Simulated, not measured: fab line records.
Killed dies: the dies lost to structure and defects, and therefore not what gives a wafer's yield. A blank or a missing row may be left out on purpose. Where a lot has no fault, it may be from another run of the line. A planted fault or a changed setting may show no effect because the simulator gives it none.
The tool behind it: which one? | flow sky130 | 11 lots, 33 wafers sampled, at 4 steps of a route of 708

== WHAT THE GAUGES SHOWED, per wafer ==
SKY_SPACER_THK_MEAS_01. Usual: SPACER_CVD_00_THK gives 43.0 nm (standard deviation 0.39).
lot  | measured     | on            | SPACER_CVD_00_THK (nm) | flag
L729 | day 23 12:00 | film_metro-04 | 43.2 44.0 43.7         |
L731 | day 24 11:09 | film_metro-03 | 43.2 43.5 43.9         |
L733 | day 25 08:47 | film_metro-03 | 43.1 42.9 42.9         |
L735 | day 25 18:58 | film_metro-03 | 43.2 42.9 43.2         |
L736 | day 26 10:06 | film_metro-02 | 42.2 42.3 42.5         |
L738 | day 26 22:53 | film_metro-04 | 42.9 42.8 43.1         |
L739 | day 27 10:12 | film_metro-04 | 43.1 43.1 43.2         |
L740 | day 27 18:17 | film_metro-03 | 43.1 43.3 42.9         |
L741 | day 28 01:01 | film_metro-02 | 42.7 42.7 42.4         |
L742 | day 28 10:04 | film_metro-02 | 32.3 31.9 32.0         | OFF
L743 | day 28 20:44 | film_metro-03 | 32.7 32.5 32.3         | OFF

SKY_LI_CONTACT_THK_MEAS_01. Usual: LI_CONTACT_HDPCVD_THK gives 928 nm (standard deviation 9.6).
lot  | measured     | on            | LI_CONTACT_HDPCVD_THK (nm) | flag
L729 | day 28 10:46 | film_metro-04 | 919 930 914                |
L731 | day 29 10:34 | film_metro-04 | 933 928 930                |
L733 | day 30 06:19 | film_metro-04 | 925 926 927                |
L735 | day 30 16:14 | film_metro-04 | 947 935 937                |
L736 | day 31 06:46 | film_metro-01 | 899 924 925                |
L738 | day 31 18:04 | film_metro-04 | 905 911 919                |
L739 | day 32 03:37 | film_metro-02 | 926 919 928                |
L740 | day 32 11:47 | film_metro-01 | 935 931 937                |
L741 | day 32 17:31 | film_metro-01 | 931 923 942                |
L742 | day 33 03:20 | film_metro-02 | 946 926 942                |
L743 | day 33 12:40 | film_metro-01 | 945 939 937                |

== WHICH TOOL RAN EACH LOT (tool, then ch and the chambers of the sampled wafers, then the start) ==
lot  | SKY_SPACER_CVD_00           | SKY_SPACER_ETCHBACK_02
L729 | lpcvd-02 ch 1, day 23 10:47 | rie_diel-01 ch 0,3, day 23 12:03
L731 | lpcvd-02 ch 0, day 24 09:56 | rie_diel-04 ch 0,2,3, day 24 11:12
L733 | lpcvd-02 ch 1, day 25 07:34 | rie_diel-04 ch 0,3, day 25 08:50
L735 | lpcvd-02 ch 0, day 25 17:08 | rie_diel-02 ch 0,2, day 25 19:01
L736 | lpcvd-02 ch 1, day 26 08:54 | rie_diel-04 ch 0,1, day 26 10:10
L738 | lpcvd-02 ch 0, day 26 21:41 | rie_diel-04 ch 0,2,3, day 26 22:57
L739 | lpcvd-02 ch 0, day 27 08:59 | rie_diel-01 ch 0,1,3, day 27 10:16
L740 | lpcvd-02 ch 1, day 27 17:04 | rie_diel-04 ch 0,3, day 27 18:20
L741 | lpcvd-02 ch 0, day 27 23:47 | rie_diel-01 ch 0,1, day 28 01:04
L742 | lpcvd-02 ch 1, day 28 08:50 | rie_diel-02 ch 0,1,3, day 28 10:06
L743 | lpcvd-02 ch 1, day 28 19:32 | rie_diel-04 ch 0,1,3, day 28 20:48
- SKY_SPACER_CVD_00: deposits Si3N4 from DCS/NH3, target thk 43.1 nm, time 740 s.
- SKY_SPACER_ETCHBACK_02: etches Si3N4 in CH3F/O2, stops on SiO2, time 46.7 s, target depth 45 nm.

== WHAT THE TOOLS THEMSELVES READ (means of the sampled wafers that have a number; where no wafer has one, the mark that the record gives instead) ==
SKY_SPACER_CVD_00. Usual: spike_tc_top_C reads 780.3 C (standard deviation 1).
lot  | tool     | spike_tc_top_C (C) | flag
L729 | lpcvd-02 | 780.5              |
L731 | lpcvd-02 | 781.0              |
L733 | lpcvd-02 | 780.9              |
L735 | lpcvd-02 | 779.4              |
L736 | lpcvd-02 | 780.5              |
L738 | lpcvd-02 | 779.9              |
L739 | lpcvd-02 | 779.9              |
L740 | lpcvd-02 | 780.2              |
L741 | lpcvd-02 | 779.8              |
L742 | lpcvd-02 | 779.5              |
L743 | lpcvd-02 | 780.4              |

SKY_SPACER_ETCHBACK_02. Usual: drypump_motor_current_A 6.0 A, standard deviation 0.5; oes_product_au 0.853 a.u., standard deviation 0.0065; throttle_valve_pct 10.562 %, standard deviation 0.0085.
lot  | tool        | drypump_motor_current_A (A) | oes_product_au (a.u.) | throttle_valve_pct (%) | flag
L729 | rie_diel-01 | 5.6                         | 0.860                 | 10.559                 |
L731 | rie_diel-04 | 5.8                         | 0.861                 | 10.565                 |
L733 | rie_diel-04 | 5.7                         | 0.855                 | 10.561                 |
L735 | rie_diel-02 | 6.1                         | 0.858                 | 10.565                 |
L736 | rie_diel-04 | 6.4                         | 0.843                 | 10.561                 |
L738 | rie_diel-04 | 5.8                         | 0.853                 | 10.567                 |
L739 | rie_diel-01 | 5.9                         | 0.856                 | 10.557                 |
L740 | rie_diel-04 | 5.4                         | 0.854                 | 10.557                 |
L741 | rie_diel-01 | 6.3                         | 0.853                 | 10.562                 |
L742 | rie_diel-02 | 5.7                         | 0.731                 | 10.543                 | OFF
L743 | rie_diel-04 | 5.9                         | 0.740                 | 10.545                 | OFF

== THE ANSWER, worked out from the rows above alone ==
Rule: take the mean of a lot's wafers that have a number; if it is more than 3 standard deviations from the usual mean, the lot is off. Also off: a lot with no number at a reading for which 4 or more lots have one. The other lots that the step has rows for count as sound. After the gauges, taken in route order, come the tools' own readings; for these a lot's mean is taken, as printed above. The first step at which some lot is off is used, and at that step the reading that is off furthest; a lot without a number counts as furthest.
Off: at SKY_SPACER_THK_MEAS_01 (SPACER_CVD_00_THK), L742, L743.
A tool fits if, at a process step before that reading, it ran every lot that is off, and no sound lot after the first of them. The gauges at SKY_SPACER_THK_MEAS_01 aren't tried: what is off there is off at SKY_SPACER_ETCHBACK_02 too, on other tools, and a gauge's error can't cause that. One fits: SKY_SPACER_CVD_00 on lpcvd-02. Its last sound lot is L741 (day 27 23:47), its first lot that is off L742 (day 28 08:50): a fault that began between those two fits.

== WHAT HAD BEEN PUT IN BY THE SIMULATOR ==
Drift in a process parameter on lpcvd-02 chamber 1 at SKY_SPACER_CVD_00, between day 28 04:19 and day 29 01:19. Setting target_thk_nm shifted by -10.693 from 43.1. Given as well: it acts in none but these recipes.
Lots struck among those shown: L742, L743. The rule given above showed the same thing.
